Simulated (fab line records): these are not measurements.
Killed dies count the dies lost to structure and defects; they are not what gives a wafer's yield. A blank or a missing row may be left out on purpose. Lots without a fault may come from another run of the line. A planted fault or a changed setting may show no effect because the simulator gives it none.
Which tool was responsible? -- flow sky130 -- 13 lots, 39 wafers sampled, at 5 steps of a route of 708

## WHAT THE GAUGES READ, wafer by wafer
SKY_VT_ADJUST_NCORE_TW_MEAS_11. Usual: VT_ADJUST_NCORE_TW 218.8, standard deviation 2.5.
lot,measured,on,VT_ADJUST_NCORE_TW,flag
L255,day 9 07:50,film_metro-03,215.9 215.2 215.4,
L256,day 9 09:03,film_metro-02,222.2 222.7 221.9,
L257,day 9 17:33,film_metro-02,221.8 221.1 222.2,
L260,day 10 14:11,film_metro-03,215.1 216.0 213.8,
L265,day 11 20:11,film_metro-01,30.2 30.1 30.1,OFF
L267,day 12 15:52,film_metro-01,220.9 220.1 220.1,
L270,day 13 05:48,film_metro-01,219.7 220.6 220.0,
L272,day 13 20:04,film_metro-03,215.9 215.7 215.0,
L273,day 14 00:31,film_metro-03,216.0 216.2 215.2,
L274,day 14 10:07,film_metro-02,221.6 219.4 219.6,
L275,day 14 15:41,film_metro-01,219.8 219.8 218.7,
L276,day 15 10:18,film_metro-02,222.8 222.5 222.1,
L278,day 15 17:20,film_metro-02,223.8 222.8 222.0,

SKY_SD_P_CD_MEAS_07: target cd 380 nm. Usual: cd_nm 380.5 nm, standard deviation 2.3.
lot,measured,on,cd_nm (nm),flag
L255,day 26 19:30,cd_sem-02,382.7 382.6 382.1,
L256,day 26 18:45,cd_sem-02,383.2 382.4 382.7,
L257,day 27 07:34,cd_sem-01,378.5 379.8 378.1,
L260,day 28 05:14,cd_sem-02,379.6 380.1 381.9,
L265,day 29 12:57,cd_sem-01,382.8 382.6 381.1,
L267,day 30 17:57,cd_sem-01,378.2 377.8 379.4,
L270,day 31 05:46,cd_sem-02,381.3 382.9 380.0,
L272,day 31 22:11,cd_sem-01,377.9 378.2 380.2,
L273,day 32 01:48,cd_sem-01,380.0 381.4 378.2,
L274,day 32 12:16,cd_sem-02,380.2 380.3 380.6,
L275,day 32 19:27,cd_sem-01,382.5 382.0 382.4,
L276,day 33 09:57,cd_sem-02,380.4 380.6 380.0,
L278,day 33 17:43,cd_sem-01,381.0 381.9 381.5,

## WHICH TOOL RAN EACH LOT (tool, then ch and the chambers of the sampled wafers, then the start)
lot,SKY_VT_ADJUST_LVTN_STRIP_20,SKY_VT_ADJUST_NCORE_STRIP_10,SKY_LDD_LDN_STRIP_12
L255,"plasma_asher-02 ch 1, day 8 09:28","plasma_asher-02 ch 0, day 9 07:44","plasma_asher-03 ch 0,1, day 24 04:53"
L256,"plasma_asher-04 ch 0, day 8 10:29","plasma_asher-02 ch 0,1, day 9 08:57","plasma_asher-04 ch 0,1, day 24 04:35"
L257,"plasma_asher-03 ch 0,1, day 8 19:17","plasma_asher-01 ch 0,1, day 9 17:26","plasma_asher-03 ch 0,1, day 24 18:04"
L260,"plasma_asher-03 ch 0,1, day 9 15:46","plasma_asher-04 ch 0,1, day 10 14:05","plasma_asher-04 ch 0,1, day 25 16:58"
L265,"plasma_asher-02 ch 0,1, day 10 20:32","plasma_asher-01 ch 0,1, day 11 20:05","plasma_asher-04 ch 0,1, day 27 01:43"
L267,"plasma_asher-04 ch 0, day 11 15:25","plasma_asher-02 ch 0,1, day 12 15:46","plasma_asher-03 ch 0,1, day 28 06:32"
L270,"plasma_asher-03 ch 0,1, day 12 04:01","plasma_asher-02 ch 0,1, day 13 05:41","plasma_asher-04 ch 0,1, day 28 19:34"
L272,"plasma_asher-04 ch 0,1, day 12 18:13","plasma_asher-02 ch 0,1, day 13 19:58","plasma_asher-04 ch 0,1, day 29 11:52"
L273,"plasma_asher-04 ch 1, day 12 23:11","plasma_asher-02 ch 1, day 14 00:25","plasma_asher-04 ch 0,1, day 29 15:40"
L274,"plasma_asher-03 ch 0,1, day 13 07:26","plasma_asher-04 ch 0,1, day 14 10:01","plasma_asher-02 ch 0,1, day 30 01:31"
L275,"plasma_asher-02 ch 1, day 13 13:35","plasma_asher-04 ch 0,1, day 14 15:35","plasma_asher-04 ch 0,1, day 30 08:17"
L276,"plasma_asher-03 ch 0,1, day 14 06:37","plasma_asher-04 ch 1, day 15 10:12","plasma_asher-04 ch 0, day 31 01:32"
L278,"plasma_asher-04 ch 0,1, day 14 13:22","plasma_asher-01 ch 0,1, day 15 17:14","plasma_asher-03 ch 0,1, day 31 08:37"
- SKY_VT_ADJUST_LVTN_STRIP_20: strips in O2/N2.
- SKY_VT_ADJUST_NCORE_STRIP_10: strips in O2/N2.
- SKY_LDD_LDN_STRIP_12: strips in O2/N2.

## WHAT THE TOOLS THEMSELVES READ (means of the sampled wafers that have a number; where no wafer has one, the mark that the record gives instead)
SKY_VT_ADJUST_LVTN_STRIP_20. Usual: drypump_motor_current_A 5.87 A, standard deviation 0.29; oes_product_au 0.715 a.u., standard deviation 0.0049; strip_time_to_endpoint_s 14.17 s, standard deviation 0.047.
lot,tool,drypump_motor_current_A (A),oes_product_au (a.u.),strip_time_to_endpoint_s (s),flag
L255,plasma_asher-02,6.35,0.720,14.13,
L256,plasma_asher-04,6.20,0.714,14.16,
L257,plasma_asher-03,5.63,0.713,14.24,
L260,plasma_asher-03,5.66,0.711,14.21,
L265,plasma_asher-02,6.13,0.936,-,OFF
L267,plasma_asher-04,6.20,0.716,14.13,
L270,plasma_asher-03,5.67,0.713,14.19,
L272,plasma_asher-04,5.84,0.712,14.11,
L273,plasma_asher-04,5.67,0.715,14.20,
L274,plasma_asher-03,5.66,0.719,14.15,
L275,plasma_asher-02,6.34,0.717,14.11,
L276,plasma_asher-03,5.66,0.721,14.23,
L278,plasma_asher-04,5.99,0.719,14.19,

SKY_VT_ADJUST_NCORE_STRIP_10. Usual: drypump_motor_current_A 5.8 A, standard deviation 0.42; oes_product_au 0.716 a.u., standard deviation 0.0044; strip_time_to_endpoint_s 14.19 s, standard deviation 0.036.
lot,tool,drypump_motor_current_A (A),oes_product_au (a.u.),strip_time_to_endpoint_s (s),flag
L255,plasma_asher-02,5.7,0.714,14.17,
L256,plasma_asher-02,6.1,0.718,14.20,
L257,plasma_asher-01,5.5,0.716,14.18,
L260,plasma_asher-04,5.9,0.717,14.20,
L265,plasma_asher-01,5.5,0.717,20.54,OFF
L267,plasma_asher-02,6.1,0.719,14.23,
L270,plasma_asher-02,5.9,0.715,14.20,
L272,plasma_asher-02,6.1,0.718,14.18,
L273,plasma_asher-02,6.3,0.716,14.20,
L274,plasma_asher-04,6.0,0.718,14.19,
L275,plasma_asher-04,6.0,0.718,14.13,
L276,plasma_asher-04,5.7,0.718,14.19,
L278,plasma_asher-01,5.2,0.718,14.15,

SKY_LDD_LDN_STRIP_12. Usual: drypump_motor_current_A 5.87 A, standard deviation 0.27; oes_product_au 0.715 a.u., standard deviation 0.0044; strip_time_to_endpoint_s 14.18 s, standard deviation 0.039.
lot,tool,drypump_motor_current_A (A),oes_product_au (a.u.),strip_time_to_endpoint_s (s),flag
L255,plasma_asher-03,5.65,0.717,14.17,
L256,plasma_asher-04,5.88,0.713,14.24,
L257,plasma_asher-03,5.65,0.714,14.19,
L260,plasma_asher-04,5.85,0.713,14.15,
L265,plasma_asher-04,6.00,0.711,14.11,
L267,plasma_asher-03,5.68,0.719,14.12,
L270,plasma_asher-04,6.02,0.716,14.20,
L272,plasma_asher-04,6.05,0.716,14.14,
L273,plasma_asher-04,5.99,0.712,14.21,
L274,plasma_asher-02,6.12,0.718,14.15,
L275,plasma_asher-04,6.04,0.715,14.22,
L276,plasma_asher-04,6.19,0.715,14.17,
L278,plasma_asher-03,5.64,0.711,14.15,

## THE ANSWER, worked out from the rows above alone
Rule: take the mean of a lot's wafers that have a number; if it is more than 3 standard deviations from the usual mean, the lot is off. A lot without any number at a reading at which 4 lots or more have one is off too. Any other lot the step has rows for is counted as sound. First the gauges in route order, then the tools' own readings, where a lot's mean is used as printed above. At the first step where some lot is off, the reading lying furthest off is the one used; lots without a number count as furthest.
Off: L265, at SKY_VT_ADJUST_NCORE_TW_MEAS_11 (VT_ADJUST_NCORE_TW).
A tool fits if, at a process step before that reading, it ran every lot that is off, and no sound lot after the first of them. Not tried: the gauges at SKY_VT_ADJUST_NCORE_TW_MEAS_11; whatever is off there is also off at SKY_VT_ADJUST_LVTN_STRIP_20, on other tools, and gauge error can't account for it. Of those tried, none fits.

## WHAT THE SIMULATOR PUT IN
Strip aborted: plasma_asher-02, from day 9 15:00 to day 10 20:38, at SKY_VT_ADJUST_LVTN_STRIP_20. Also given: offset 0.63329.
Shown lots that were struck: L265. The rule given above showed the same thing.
